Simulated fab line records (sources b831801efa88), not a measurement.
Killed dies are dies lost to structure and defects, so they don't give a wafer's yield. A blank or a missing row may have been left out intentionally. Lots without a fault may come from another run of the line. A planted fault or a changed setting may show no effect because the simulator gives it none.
Which tool was responsible? ; flow sky130 ; 27 wafers from 9 lots sampled at 2 of the route's 708 steps

WHAT THE GAUGES READ, wafer by wafer
SKY_LDD_LDN_TW_MEAS_13.
lot;measured;on;LDD_LDN_TW
L979;day 22 17:49;filmMetro-04;1502 1491 1494
L980;day 23 04:57;filmMetro-03;1484 1473 1478
L981;day 23 14:46;filmMetro-02;1485 1484 1496
L982;day 23 22:09;filmMetro-03;1475 1470 1480
L983;day 25 03:40;filmMetro-03;1476 1470 1480
L984;day 25 15:13;filmMetro-02;1393 1394 1389
L985;day 26 07:12;filmMetro-02;1395 1392 1405
L986;day 26 08:46;filmMetro-03;1384 1387 1380
L987;day 26 12:51;filmMetro-03;1388 1388 1389

WHAT TOOL EACH LOT RAN ON (gives the tool, then ch and the chambers of the sampled wafers, and finally the start)
lot;SKY_LDD_LDN_IMPLANT_08
L979;implanter-04 ch 0, day 22 17:09
L980;implanter-03 ch 0, day 23 04:15
L981;implanter-01 ch 0, day 23 14:06
L982;implanter-04 ch 0, day 23 21:27
L983;implanter-03 ch 0, day 25 03:01
L984;implanter-04 ch 0, day 25 14:33
L985;implanter-01 ch 0, day 26 06:30
L986;implanter-03 ch 0, day 26 08:04
L987;implanter-01 ch 0, day 26 12:09
- SKY_LDD_LDN_IMPLANT_08

THE ANSWER, worked out from the rows above alone
Rule: the lots themselves supply what counts as usual. The widest of any qualifying gaps counts: lots, ordered by their means at a reading, are off when they make up no more than a third of the lots, leave a main group of 4 or more, and stand apart from it by 3 or more times the standard deviation of that group's means. If all means in a main group match to the digits the tables above print for the reading, that group is not used. A lot without any number at a reading at which 4 lots or more have one is off too. Any other lot the step has rows for is counted as sound.
None of the lots is off at any reading shown; this tells nothing.

WHAT WAS PUT IN BY THE SIMULATOR
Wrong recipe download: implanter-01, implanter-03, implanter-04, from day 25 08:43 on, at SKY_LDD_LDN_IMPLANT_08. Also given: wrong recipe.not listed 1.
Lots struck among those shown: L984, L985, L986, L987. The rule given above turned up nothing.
